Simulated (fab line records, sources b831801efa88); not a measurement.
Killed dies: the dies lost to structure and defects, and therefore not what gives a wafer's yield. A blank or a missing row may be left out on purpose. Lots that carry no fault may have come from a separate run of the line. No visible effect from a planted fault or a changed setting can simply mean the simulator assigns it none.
A lot that was struck, set against a sound lot ; flow sky130 ; 28 out of 708 route steps
Sound: wafers L464.2, L464.3, L464.5. Struck: wafer L483.3 (left out: L483.1, L483.4 of the same lot, which were not struck); the cause appears at the end.
At each step with rows: each side's tool, then ch and its chambers, then its first start. Under that, the readings that differ: sound wafers ; struck wafers ; difference of the means ; sigmas: that difference in standard deviations of wafers without a fault.
alike: readings with means less than 2 such deviations apart, plus words and numbers identical on both sides. not compared: withheld readings, readings lacking a value on some wafer, bounds such as >300 that could conceal the same value, and numbers that have no deviation in the record and whose values overlap.
A row with sigmas, a row that says differs or no value, or rows on one side alone: a step with any of these is where the two part. Numbers that have no deviation but don't overlap get no sigmas and don't part them. Lack of a reading on every wafer of one side parts them only where that side has two or more wafers.

SKY_VIA4_ETCH_12: etches SiO2 in C4F8/O2/Ar, stops on TiN, target depth 580 nm.
  sound on rie_diel-04 ch 0,1,3, day 42 13:52; struck on rie_diel-02 ch 2, day 47 23:35
  alike: oes_product_au
SKY_VIA4_STRIP_13: strips in O2/N2.
  sound on plasma_asher-02 ch 0, day 42 13:56; struck on plasma_asher-04 ch 0, day 47 23:40
reading;sound;struck;difference;sigmas
drypump_motor_current_A (A);6.6 6.6 6.5;5.6;-1.0;-2
  alike: oes_product_au, strip_time_to_endpoint_s
  not compared: rf_hours_counter_h
then, 4 steps without rows for these wafers: SKY_VIA4_STRIP_14 (strips in post etch residue remover, time 1200 s); SKY_VIA4_CLEAN_15 (cleans in IPA, time 180 s); SKY_VIA4_CLEAN_16 (cleans in O3/DIW); SKY_VIA4_SPUTTER_17 (material TiN, target thk 20 nm, time 80 s).
SKY_VIA4_CVD_18: deposits W, target thk 505 nm, time 152.14 s.
  sound on cvd_w-01 ch 0,1, day 42 14:35; struck on cvd_w-02 ch 0, day 48 00:19
  alike: chamber_pressure_Torr, heater_power_w
SKY_VIA4_RS_MEAS_19: a four-point-probe measurement.
  struck on film_metro-01, day 48 00:37; sound on film_metro-02, day 42 14:46
  alike: VIA4_W_RS
SKY_VIA4_THK_MEAS_20: measures by xrf.
  struck on film_metro-01, day 48 00:44; sound on film_metro-02, day 42 14:52
  alike: VIA4_W_THK
SKY_VIA4_CMP_21: polishes, stops on SiO2, t overpolish 25 s, target thk 0 nm.
  sound on cmp-02 ch 1,3, day 42 14:55; struck on cmp-01 ch 0, day 48 00:48
  alike: motor_current_A, overpolish_run_s, time_to_endpoint_s
then, 2 steps without rows for these wafers: SKY_METAL5_SPUTTER_00 (material Ti, target thk 15 nm, time 10 s); SKY_METAL5_SPUTTER_01 (material TiN, target thk 20 nm, time 16.7 s).
SKY_METAL5_SPUTTER_02: material AlCu, target thk 1150 nm, time 61.2 s.
  struck on pvd_sputter-01, day 48 01:09; sound on pvd_sputter-01, day 42 15:16
reading;sound;struck;difference;sigmas
model.AlCu_of_METAL5_SPUTTER_02.thk_nm (nm);1134 1145 1137;1382;+243;
  alike: throttle_valve_pct
then, 1 step without rows for these wafers: SKY_METAL5_SPUTTER_03 (material Ti, target thk 5 nm, time 3.3 s).
SKY_METAL5_SPUTTER_04: material TiN, target thk 70 nm, time 58.3 s.
  struck on pvd_sputter-01, day 48 01:13; sound on pvd_sputter-01, day 42 15:20
  alike: throttle_valve_pct
SKY_METAL5_RS_MEAS_05: a four-point-probe measurement.
  struck on film_metro-03, day 48 01:16; sound on film_metro-03, day 42 15:25
reading;sound;struck;difference;sigmas
METAL5_ALCU_RS (ohm/sq);0.02748 0.02726 0.02732;0.02252;-0.00483;-19
SKY_METAL5_THK_MEAS_06: measures by xrf.
  struck on film_metro-03, day 48 01:23; sound on film_metro-03, day 42 15:31
reading;sound;struck;difference;sigmas
METAL5_ALCU_THK (nm);1127 1142 1136;1373;+238;+20
then, 8 steps without rows for these wafers: SKY_METAL5_DEHYDRATE_07 (time 60 s); SKY_METAL5_HMDS_08 (prime time 60 s); SKY_METAL5_COAT_09 (resist thk 1800 nm); SKY_METAL5_SOFTBAKE_10 (time 60 s); SKY_METAL5_EXPOSE_11 (exposes mask MM5, target cd 1600 nm); SKY_METAL5_PEB_12; SKY_METAL5_DEVELOP_13 (develop time 60 s); SKY_METAL5_DESCUM_14 (chemistry O2, time 11 s).
SKY_METAL5_METAL_ETCH_15: etches the open film in Cl2/BCl3, stops on SiO2, target depth 1260 nm, time 252 s.
  sound on rie_metal-03 ch 0,1, day 43 14:41; struck on rie_metal-04 ch 0, day 48 19:44
reading;sound;struck;difference;sigmas
oes_product_au (a.u.);0.890 0.888 0.901;0.970;+0.077;+15
  alike: bcl3_flow_sccm, drypump_motor_current_A, throttle_valve_pct
  not compared: rf_hours_counter_h
then, 1 step without rows for these wafers: SKY_METAL5_STRIP_16 (strips in O2/N2).
SKY_PAD_OPEN_PROBE_99:
  struck on prober-01, day 50 09:25; sound on prober-02, day 45 14:29
reading;sound;struck;difference;sigmas
model.etest.met5_comb.leak_log10_a_um;-12.11 -12.22 -12.01;-9.094;+3.019;
model.etest.met5.rs_ohm_sq;0.02761 0.02731 0.02747;0.02243;-0.00503;
model.etest.met5.line_ohm_um;0.0173 0.01712 0.01722;0.01401;-0.00320;

== WHERE THEY PART ==
At SKY_VIA4_STRIP_13 first; at SKY_METAL5_METAL_ETCH_15 last (within this record only).

WHY: the cause the simulator had injected
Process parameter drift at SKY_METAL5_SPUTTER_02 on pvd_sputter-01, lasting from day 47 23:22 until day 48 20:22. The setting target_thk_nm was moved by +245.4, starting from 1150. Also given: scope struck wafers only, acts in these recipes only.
